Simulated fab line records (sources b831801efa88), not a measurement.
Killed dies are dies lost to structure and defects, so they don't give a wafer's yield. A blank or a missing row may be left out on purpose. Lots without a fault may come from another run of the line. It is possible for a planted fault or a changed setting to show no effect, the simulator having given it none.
A struck lot beside a sound one | flow sky130 | 17 out of 708 route steps
Sound: wafers L750.3, L750.4, L750.5. Wafers struck: L757.1, L757.2, L757.6. At the end, the cause is stated.
Order at every step that has rows: each side's tool, ch and its chambers, its first start. Under that, the readings that differ: sound wafers | struck wafers | difference of the means | sigmas: that difference in standard deviations of wafers without a fault.
alike: words and numbers the same on both sides, and readings whose means are apart by under 2 such deviations; not compared: readings that were withheld, readings missing a value for some wafer, numbers with overlapping values and no deviation given by the record, and bounds like >300 which may hide the same value.
The two part at a step that has a row with sigmas, a row that says differs or no value, or rows on one side only. When numbers do not overlap yet have no deviation, they are printed without sigmas and do not part them. Lack of a reading on every wafer of one side parts them only where that side has two or more wafers.

SKY_LDD_HVN_OVL_MEAS_07:
  sound: overlay-02 at day 21 09:48; struck: overlay-01 at day 23 20:01
  reading          | sound       | struck         | difference | sigmas
  LDD_HVN_OVL (nm) | 2.9 2.5 1.6 | -0.8 -1.8 -0.6 | -3.4       | -3
after that, 1 step had no rows for these wafers: SKY_LDD_HVN_IMPLANT_08.
SKY_LDD_HVN_STRIP_09: strips in O2/N2.
  sound on plasma-asher-02 ch 0,1, day 21 10:01; struck on plasma-asher-03 ch 0,1, day 23 20:12
  alike: drypump-motor-current-A, n2-flow-sccm, oes-product-au, strip-time-to-endpoint-s
  not compared: rf-hours-counter-h
SKY_LDD_HVN_TW_MEAS_10:
  sound: film-metro-04 at day 21 10:06; struck: film-metro-01 at day 23 20:18
  reading    | sound          | struck         | difference | sigmas
  LDD_HVN_TW | 1444 1445 1446 | 1486 1486 1488 | +42        | +2
then, 7 steps without rows for these wafers: SKY_LDD_HVP_DEHYDRATE_00 (time 60 s); SKY_LDD_HVP_HMDS_01 (prime time 60 s); SKY_LDD_HVP_COAT_02 (resist thk 300 nm); SKY_LDD_HVP_SOFTBAKE_03 (time 60 s); SKY_LDD_HVP_EXPOSE_04 (exposes mask HVPTM, target cd 700 nm); SKY_LDD_HVP_PEB_05; SKY_LDD_HVP_DEVELOP_06 (develop time 60 s).
SKY_LDD_HVP_OVL_MEAS_07:
  sound: overlay-02 at day 22 16:57; struck: overlay-02 at day 25 01:55
  alike: LDD_HVP_OVL
SKY_LDD_HVP_IMPLANT_08:
  sound on implanter-02 ch 0, day 22 17:02; struck on implanter-01 ch 0, day 25 01:57
  reading                   | sound                | struck               | difference | sigmas
  beam-energy-keV           | 20.004 20.006 20.003 | 23.101 23.102 23.096 | +3.095     | +99 or more
  model.implant.rp-nm (nm)  | 65.15 65.15 65.15    | 72.97 72.97 72.97    | +7.82      |
  model.implant.drp-nm (nm) | 28.53 28.53 28.53    | 32.76 32.76 32.76    | +4.23      |
SKY_LDD_HVP_STRIP_09: strips in O2/N2.
  sound on plasma-asher-04 ch 0,1, day 22 17:10; struck on plasma-asher-04 ch 0,1, day 25 02:06
  reading                      | sound             | struck            | difference | sigmas
  strip-time-to-endpoint-s (s) | 4.143 4.157 4.163 | 4.135 4.116 4.129 | -0.028     | -2
  alike: drypump-motor-current-A, n2-flow-sccm, oes-product-au
  not compared: rf-hours-counter-h
SKY_LDD_HVP_TW_MEAS_10:
  sound: film-metro-02 at day 22 17:15; struck: film-metro-03 at day 25 02:12
  reading    | sound       | struck      | difference | sigmas
  LDD_HVP_TW | 463 462 462 | 469 471 472 | +8         | +3
then, 1 step without rows for these wafers: SKY_LDD_LDN_DEHYDRATE_00 (time 60 s).
-- here the record skips 23 days between the struck wafers' starts before and after, leaving off in module LDD_LDN and picking up in module PAD_OPEN (first step shown: number 708 of the route) --
SKY_PAD_OPEN_PROBE_99:
  sound: prober-01 at day 46 12:32; struck: prober-01 at day 48 02:22
  reading                        | sound          | struck         | difference | sigmas
  killed_at_M4_up                | 2 2 1          | 11 3 6         | +5         | +2
  model.etest.tip_p_5v.rs-ohm-sq | 2851 2846 2836 | 2780 2776 2768 | -70        |
  alike: killed_at_M0_to_M3, killed-at-contacts, killed-at-front-end, killed-at-other, killed-dies, killed-open, killed-short

WHERE THEY PART
At SKY_LDD_HVN_OVL_MEAS_07 first; at SKY_PAD_OPEN_PROBE_99 last (within this record only).

WHY: what had been put in by the simulator
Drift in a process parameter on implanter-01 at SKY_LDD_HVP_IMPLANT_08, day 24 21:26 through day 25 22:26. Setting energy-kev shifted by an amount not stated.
